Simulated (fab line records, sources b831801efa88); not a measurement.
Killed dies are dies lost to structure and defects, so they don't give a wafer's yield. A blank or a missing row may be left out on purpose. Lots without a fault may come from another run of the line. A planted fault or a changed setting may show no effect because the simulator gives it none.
Tool commonality check | flow sky130 | 12 lots, 42 wafers sampled

WHY IT WAS OPENED
At SKY_NWELL_TW_MEAS_15 the reading NWELL_TW is flagged on 2 of 12 lots. Wafers without a fault read 1830, standard deviation 11.
Rule: a lot is flagged when every wafer of it that has a number lies more than 4 standard deviations from that mean, or none has a number. The other lots count as sound.

lot  | measured     | on            | NWELL_TW, wafer by wafer      | flag
L426 | day 4 19:52  | film_metro-01 | 1840 1823 1826                |
L427 | day 5 00:33  | film_metro-01 | 1823 1823 1818                |
L428 | day 5 05:08  | film_metro-02 | 1833 1827 1819                |
L429 | day 5 08:19  | film_metro-01 | 1830 1825 1830                |
L431 | day 6 01:08  | film_metro-01 | 1816 1807 1818                |
L432 | day 6 05:40  | film_metro-01 | 1819 1819 1812                |
L433 | day 6 10:22  | film_metro-01 | 1813 1816 1826                |
L437 | day 7 04:02  | film_metro-02 | 1702 1698 1709 1707 1706 1707 | FLAGGED
L438 | day 7 11:15  | film_metro-01 | 1854 1845 1840                |
L439 | day 7 19:47  | film_metro-01 | 1700 1705 1693 1697 1709 1695 | FLAGGED
L447 | day 10 06:11 | film_metro-04 | 1829 1816 1817                |
L449 | day 10 14:19 | film_metro-02 | 1846 1838 1848                |
The numbers of the flagged lots are 1702 on average: -128 against the usual, or -12 standard deviations.

WHICH TOOL RAN EACH LOT
The record holds 1 process step before the reading, out of a route of 708 steps. In each cell: the tool, then ch and the chambers that the sampled wafers went through, then the start.
lot  | flag    | SKY_NWELL_IMPLANT_11
L426 |         | implanter-01 ch 0, day 4 19:22
L427 |         | implanter-01 ch 0, day 5 00:02
L428 |         | implanter-02 ch 0, day 5 04:35
L429 |         | implanter-01 ch 0, day 5 07:46
L431 |         | implanter-04 ch 0, day 6 00:35
L432 |         | implanter-04 ch 0, day 6 05:07
L433 |         | implanter-01 ch 0, day 6 09:50
L437 | FLAGGED | implanter-01 ch 0, day 7 03:29
L438 |         | implanter-04 ch 0, day 7 10:44
L439 | FLAGGED | implanter-01 ch 0, day 7 19:16
L447 |         | implanter-02 ch 0, day 10 05:38
L449 |         | implanter-04 ch 0, day 10 13:46
What these steps do:
- SKY_NWELL_IMPLANT_11
- SKY_NWELL_TW_MEAS_15

FLAGGED OVER TOTAL, TOOL BY TOOL (the gauges that took the reading come last)
step                 | tool          | lots run | flagged | share of the flagged lots | sound lots run after its first flagged lot
SKY_NWELL_IMPLANT_11 | implanter-01  | 6        | 2       | all                       | 0
SKY_NWELL_IMPLANT_11 | implanter-02  | 2        | 0       | none                      | -
SKY_NWELL_IMPLANT_11 | implanter-04  | 4        | 0       | none                      | -
SKY_NWELL_TW_MEAS_15 | film_metro-01 | 8        | 1       | some                      | 0
SKY_NWELL_TW_MEAS_15 | film_metro-02 | 3        | 1       | some                      | 1 (L449)
SKY_NWELL_TW_MEAS_15 | film_metro-04 | 1        | 0       | none                      | -

WHAT THE TABLE ALLOWS
1 row of the table ran every flagged lot: implanter-01 at SKY_NWELL_IMPLANT_11.
- implanter-01 at SKY_NWELL_IMPLANT_11: 2 of its 6 lots flagged. Its last sound lot is L433 (day 6 09:50), its first flagged lot L437 (day 7 03:29): a fault that began between those two fits. Its own readings lie more than 4 standard deviations out on every wafer of the flagged lots: beam_on_s, faraday_current_uA.
One tool is left: implanter-01 at SKY_NWELL_IMPLANT_11.

WHAT THE SIMULATOR HAD PUT IN
Process parameter drift: implanter-01, from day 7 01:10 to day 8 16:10, at SKY_NWELL_IMPLANT_11. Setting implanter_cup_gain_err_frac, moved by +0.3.
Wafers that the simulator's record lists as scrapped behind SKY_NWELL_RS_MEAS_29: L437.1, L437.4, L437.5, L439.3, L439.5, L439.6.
Lots struck among those shown: L437, L439. The rule above found the same.
